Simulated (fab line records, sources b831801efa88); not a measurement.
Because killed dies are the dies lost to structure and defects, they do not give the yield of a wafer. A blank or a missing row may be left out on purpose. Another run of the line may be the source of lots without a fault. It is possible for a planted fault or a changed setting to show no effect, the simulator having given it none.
Which tool was responsible? :: flow sky130 :: 24 lots, 72 wafers sampled, at 4 steps of a route of 708

## WHAT EACH GAUGE READ, for each wafer
SKY_SD_N_OVL_MEAS_08. Usual: for SD_N_OVL the level is -1.0 nm and the standard deviation is 1.2.
lot: L074
measured: day 27 20:52
on: overlay-02
SD_N_OVL (nm): -0.3 -0.9 0.4
flag: 

lot: L075
measured: day 27 23:22
on: overlay-02
SD_N_OVL (nm): -1.7 -1.1 -0.9
flag: 

lot: L076
measured: day 28 13:51
on: overlay-02
SD_N_OVL (nm): -0.7 -0.9 -1.8
flag: 

lot: L077
measured: day 28 23:43
on: overlay-01
SD_N_OVL (nm): -1.3 -0.5 -0.9
flag: 

lot: L078
measured: day 29 16:25
on: overlay-01
SD_N_OVL (nm): -2.9 -1.8 -1.7
flag: 

lot: L080
measured: day 29 17:02
on: overlay-02
SD_N_OVL (nm): -1.5 -0.2 -2.1
flag: 

lot: L079
measured: day 29 18:14
on: overlay-02
SD_N_OVL (nm): -0.6 -0.1 0.1
flag: 

lot: L081
measured: day 30 18:23
on: overlay-02
SD_N_OVL (nm): 1.1 -2.7 -1.4
flag: 

lot: L082
measured: day 31 06:55
on: overlay-01
SD_N_OVL (nm): -3.8 -2.2 -2.0
flag: 

lot: L083
measured: day 31 07:12
on: overlay-02
SD_N_OVL (nm): 0.2 1.3 0.3
flag: 

lot: L084
measured: day 31 15:47
on: overlay-02
SD_N_OVL (nm): -4.8 -1.1 -2.1
flag: 

lot: L085
measured: day 32 00:47
on: overlay-01
SD_N_OVL (nm): -1.6 0.7 -1.6
flag: 

lot: L086
measured: day 32 02:11
on: overlay-01
SD_N_OVL (nm): -1.3 -2.3 -1.5
flag: 

lot: L087
measured: day 32 09:38
on: overlay-01
SD_N_OVL (nm): -1.1 -0.5 -2.5
flag: 

lot: L088
measured: day 32 20:24
on: overlay-01
SD_N_OVL (nm): 0.0 -0.3 0.6
flag: 

lot: L089
measured: day 33 10:35
on: overlay-02
SD_N_OVL (nm): 0.0 -0.7 -0.7
flag: 

lot: L091
measured: day 34 03:46
on: overlay-02
SD_N_OVL (nm): -1.6 0.4 -1.2
flag: 

lot: L090
measured: day 34 05:16
on: overlay-01
SD_N_OVL (nm): -1.2 -2.2 -0.8
flag: 

lot: L092
measured: day 34 05:31
on: overlay-02
SD_N_OVL (nm): 0.0 1.4 -1.5
flag: 

lot: L093
measured: day 34 07:41
on: overlay-01
SD_N_OVL (nm): 1.1 -1.1 -1.0
flag: 

lot: L094
measured: day 34 13:37
on: overlay-02
SD_N_OVL (nm): -2.1 -1.8 -2.6
flag: 

lot: L095
measured: day 35 05:05
on: overlay-01
SD_N_OVL (nm): -0.7 -1.3 0.1
flag: 

lot: L096
measured: day 35 06:08
on: overlay-01
SD_N_OVL (nm): 0.2 -0.3 -2.2
flag: 

lot: L097
measured: day 35 11:28
on: overlay-01
SD_N_OVL (nm): -1.6 -2.0 -1.0
flag: 

SKY_CONTACT_BOW_MEAS_05. Usual: for CONTACT_BOW the level is 83 um and the standard deviation is 7.5.
lot: L074
measured: day 30 10:34
on: film-metro-04
CONTACT_BOW (um): 77 79 69
flag: 

lot: L075
measured: day 30 13:24
on: film-metro-04
CONTACT_BOW (um): 79 78 88
flag: 

lot: L076
measured: day 31 01:44
on: film-metro-04
CONTACT_BOW (um): 97 82 84
flag: 

lot: L077
measured: day 31 12:09
on: film-metro-04
CONTACT_BOW (um): 81 77 90
flag: 

lot: L078
measured: day 32 04:57
on: film-metro-03
CONTACT_BOW (um): 82 73 85
flag: 

lot: L080
measured: day 32 05:21
on: film-metro-04
CONTACT_BOW (um): 85 81 76
flag: 

lot: L079
measured: day 32 06:21
on: film-metro-03
CONTACT_BOW (um): 90 84 85
flag: 

lot: L081
measured: day 33 06:33
on: film-metro-03
CONTACT_BOW (um): 74 85 84
flag: 

lot: L082
measured: day 33 18:58
on: film-metro-04
CONTACT_BOW (um): 82 85 87
flag: 

lot: L083
measured: day 33 19:02
on: film-metro-02
CONTACT_BOW (um): 85 82 92
flag: 

lot: L084
measured: day 34 03:09
on: film-metro-03
CONTACT_BOW (um): 88 77 75
flag: 

lot: L085
measured: day 34 11:29
on: film-metro-04
CONTACT_BOW (um): 83 76 89
flag: 

lot: L086
measured: day 34 12:35
on: film-metro-04
CONTACT_BOW (um): 89 86 97
flag: 

lot: L087
measured: day 34 18:23
on: film-metro-04
CONTACT_BOW (um): 75 70 82
flag: 

lot: L088
measured: day 35 07:05
on: film-metro-04
CONTACT_BOW (um): 80 97 73
flag: 

lot: L089
measured: day 35 21:15
on: film-metro-03
CONTACT_BOW (um): 69 79 85
flag: 

lot: L091
measured: day 36 13:02
on: film-metro-04
CONTACT_BOW (um): 74 89 80
flag: 

lot: L090
measured: day 36 14:48
on: film-metro-02
CONTACT_BOW (um): 81 83 78
flag: 

lot: L092
measured: day 36 15:45
on: film-metro-04
CONTACT_BOW (um): 89 96 91
flag: 

lot: L093
measured: day 36 17:29
on: film-metro-04
CONTACT_BOW (um): 95 83 95
flag: 

lot: L094
measured: day 36 22:32
on: film-metro-04
CONTACT_BOW (um): 81 74 86
flag: 

lot: L095
measured: day 37 13:05
on: film-metro-02
CONTACT_BOW (um): 86 81 82
flag: 

lot: L096
measured: day 37 14:49
on: film-metro-03
CONTACT_BOW (um): 94 95 76
flag: 

lot: L097
measured: day 37 20:37
on: film-metro-03
CONTACT_BOW (um): 80 94 73
flag: 

SKY_VIA2_OVL_MEAS_13. Usual: for VIA2_OVL the level is 2 nm and the standard deviation is 5.2.
lot: L074
measured: day 36 07:47
on: overlay-02
VIA2_OVL (nm): 8 2 6
flag: 

lot: L075
measured: day 36 13:07
on: overlay-02
VIA2_OVL (nm): -4 3 11
flag: 

lot: L076
measured: day 36 23:04
on: overlay-01
VIA2_OVL (nm): -1 -9 5
flag: 

lot: L077
measured: day 37 08:58
on: overlay-02
VIA2_OVL (nm): 2 7 9
flag: 

lot: L078
measured: day 37 22:01
on: overlay-02
VIA2_OVL (nm): 3 5 3
flag: 

lot: L080
measured: day 37 23:31
on: overlay-02
VIA2_OVL (nm): 3 1 11
flag: 

lot: L079
measured: day 38 00:13
on: overlay-02
VIA2_OVL (nm): -1 -7 -8
flag: 

lot: L081
measured: day 39 00:04
on: overlay-01
VIA2_OVL (nm): 5 3 5
flag: 

lot: L082
measured: day 39 10:07
on: overlay-02
VIA2_OVL (nm): 9 4 7
flag: 

lot: L083
measured: day 39 12:37
on: overlay-01
VIA2_OVL (nm): 8 -5 5
flag: 

lot: L084
measured: day 39 20:10
on: overlay-01
VIA2_OVL (nm): 0 4 7
flag: 

lot: L085
measured: day 40 03:28
on: overlay-01
VIA2_OVL (nm): 3 2 -3
flag: 

lot: L086
measured: day 40 04:02
on: overlay-01
VIA2_OVL (nm): 4 0 -3
flag: 

lot: L087
measured: day 40 09:49
on: overlay-02
VIA2_OVL (nm): 5 9 6
flag: 

lot: L088
measured: day 40 21:29
on: overlay-01
VIA2_OVL (nm): -5 1 -1
flag: 

lot: L089
measured: day 41 10:37
on: overlay-01
VIA2_OVL (nm): 12 1 9
flag: 

lot: L091
measured: day 42 01:39
on: overlay-02
VIA2_OVL (nm): 11 0 4
flag: 

lot: L090
measured: day 42 03:10
on: overlay-02
VIA2_OVL (nm): 0 -4 -3
flag: 

lot: L092
measured: day 42 04:10
on: overlay-02
VIA2_OVL (nm): 0 2 3
flag: 

lot: L093
measured: day 42 07:10
on: overlay-02
VIA2_OVL (nm): -4 3 9
flag: 

lot: L094
measured: day 42 09:59
on: overlay-01
VIA2_OVL (nm): 5 -4 -10
flag: 

lot: L095
measured: day 43 00:10
on: overlay-01
VIA2_OVL (nm): 2 -2 6
flag: 

lot: L096
measured: day 43 00:31
on: overlay-02
VIA2_OVL (nm): -7 -5 -4
flag: 

lot: L097
measured: day 43 07:28
on: overlay-02
VIA2_OVL (nm): -2 1 -5
flag: 

## EACH LOT AND THE TOOL THAT RAN IT (in order: tool; ch and the chambers of the sampled wafers; start)
lot: L074
SKY_CONTACT_CVD_24: cvd-w-02 ch 0,1, day 31 15:19

lot: L075
SKY_CONTACT_CVD_24: cvd-w-01 ch 0,1, day 31 18:50

lot: L076
SKY_CONTACT_CVD_24: cvd-w-02 ch 0,1, day 32 06:30

lot: L077
SKY_CONTACT_CVD_24: cvd-w-02 ch 0, day 32 16:31

lot: L078
SKY_CONTACT_CVD_24: cvd-w-02 ch 0,1, day 33 08:44

lot: L080
SKY_CONTACT_CVD_24: cvd-w-01 ch 0,1, day 33 09:19

lot: L079
SKY_CONTACT_CVD_24: cvd-w-02 ch 0,1, day 33 10:41

lot: L081
SKY_CONTACT_CVD_24: cvd-w-02 ch 0,1, day 34 10:23

lot: L082
SKY_CONTACT_CVD_24: cvd-w-01 ch 0,1, day 34 22:51

lot: L083
SKY_CONTACT_CVD_24: cvd-w-02 ch 0,1, day 34 23:43

lot: L084
SKY_CONTACT_CVD_24: cvd-w-02 ch 0,1, day 35 07:33

lot: L085
SKY_CONTACT_CVD_24: cvd-w-02 ch 0,1, day 35 15:20

lot: L086
SKY_CONTACT_CVD_24: cvd-w-01 ch 0,1, day 35 16:05

lot: L087
SKY_CONTACT_CVD_24: cvd-w-02 ch 0,1, day 35 22:04

lot: L088
SKY_CONTACT_CVD_24: cvd-w-02 ch 0,1, day 36 10:50

lot: L089
SKY_CONTACT_CVD_24: cvd-w-02 ch 0,1, day 37 00:31

lot: L091
SKY_CONTACT_CVD_24: cvd-w-01 ch 0,1, day 37 15:51

lot: L090
SKY_CONTACT_CVD_24: cvd-w-02 ch 0,1, day 37 18:05

lot: L092
SKY_CONTACT_CVD_24: cvd-w-02 ch 0,1, day 37 18:55

lot: L093
SKY_CONTACT_CVD_24: cvd-w-01 ch 0,1, day 37 20:29

lot: L094
SKY_CONTACT_CVD_24: cvd-w-02 ch 0,1, day 38 00:43

lot: L095
SKY_CONTACT_CVD_24: cvd-w-01 ch 0,1, day 38 15:57

lot: L096
SKY_CONTACT_CVD_24: cvd-w-02 ch 0,1, day 38 17:02

lot: L097
SKY_CONTACT_CVD_24: cvd-w-02 ch 0,1, day 38 22:56
- SKY_CONTACT_CVD_24: deposits W, target thk 340 nm, time 102.12 s.

## WHAT THE TOOLS THEMSELVES READ (means of the sampled wafers that have a number; where no wafer has one, the mark that the record gives instead)
SKY_CONTACT_CVD_24. Usual: heater-power-outer-w 584 W, standard deviation 46; heater-power-w 933 W, standard deviation 50.
lot: L074
tool: cvd-w-02
heater-power-outer-w (W): 604
heater-power-w (W): 966
flag: 

lot: L075
tool: cvd-w-01
heater-power-outer-w (W): 551
heater-power-w (W): 872
flag: 

lot: L076
tool: cvd-w-02
heater-power-outer-w (W): 611
heater-power-w (W): 968
flag: 

lot: L077
tool: cvd-w-02
heater-power-outer-w (W): 625
heater-power-w (W): 979
flag: 

lot: L078
tool: cvd-w-02
heater-power-outer-w (W): 619
heater-power-w (W): 951
flag: 

lot: L080
tool: cvd-w-01
heater-power-outer-w (W): 542
heater-power-w (W): 886
flag: 

lot: L079
tool: cvd-w-02
heater-power-outer-w (W): 621
heater-power-w (W): 947
flag: 

lot: L081
tool: cvd-w-02
heater-power-outer-w (W): 614
heater-power-w (W): 967
flag: 

lot: L082
tool: cvd-w-01
heater-power-outer-w (W): 531
heater-power-w (W): 863
flag: 

lot: L083
tool: cvd-w-02
heater-power-outer-w (W): 615
heater-power-w (W): 970
flag: 

lot: L084
tool: cvd-w-02
heater-power-outer-w (W): 590
heater-power-w (W): 948
flag: 

lot: L085
tool: cvd-w-02
heater-power-outer-w (W): 608
heater-power-w (W): 958
flag: 

lot: L086
tool: cvd-w-01
heater-power-outer-w (W): 558
heater-power-w (W): 900
flag: 

lot: L087
tool: cvd-w-02
heater-power-outer-w (W): 615
heater-power-w (W): 952
flag: 

lot: L088
tool: cvd-w-02
heater-power-outer-w (W): 618
heater-power-w (W): 961
flag: 

lot: L089
tool: cvd-w-02
heater-power-outer-w (W): 606
heater-power-w (W): 969
flag: 

lot: L091
tool: cvd-w-01
heater-power-outer-w (W): 521
heater-power-w (W): 880
flag: 

lot: L090
tool: cvd-w-02
heater-power-outer-w (W): 622
heater-power-w (W): 957
flag: 

lot: L092
tool: cvd-w-02
heater-power-outer-w (W): 605
heater-power-w (W): 970
flag: 

lot: L093
tool: cvd-w-01
heater-power-outer-w (W): 523
heater-power-w (W): 865
flag: 

lot: L094
tool: cvd-w-02
heater-power-outer-w (W): 613
heater-power-w (W): 970
flag: 

lot: L095
tool: cvd-w-01
heater-power-outer-w (W): 548
heater-power-w (W): 886
flag: 

lot: L096
tool: cvd-w-02
heater-power-outer-w (W): 620
heater-power-w (W): 965
flag: 

lot: L097
tool: cvd-w-02
heater-power-outer-w (W): 621
heater-power-w (W): 985
flag: 

## THE ANSWER, worked out from the rows above alone
Rule: a lot is off if the mean of its wafers that have a number lies more than 3 standard deviations from the usual mean. Also off: a lot with no number at a reading for which 4 or more lots have one. Where the step has rows for the other lots, those lots are counted as sound. The gauges are gone through in route order, then the tools' own readings, and for those a lot's mean is taken as printed above. The first step at which some lot is off is used, and at that step the reading that is off furthest; a lot without a number counts as furthest.
No lot is off at any reading shown: from this, nothing can be told.

## WHAT THE SIMULATOR HAD INSERTED
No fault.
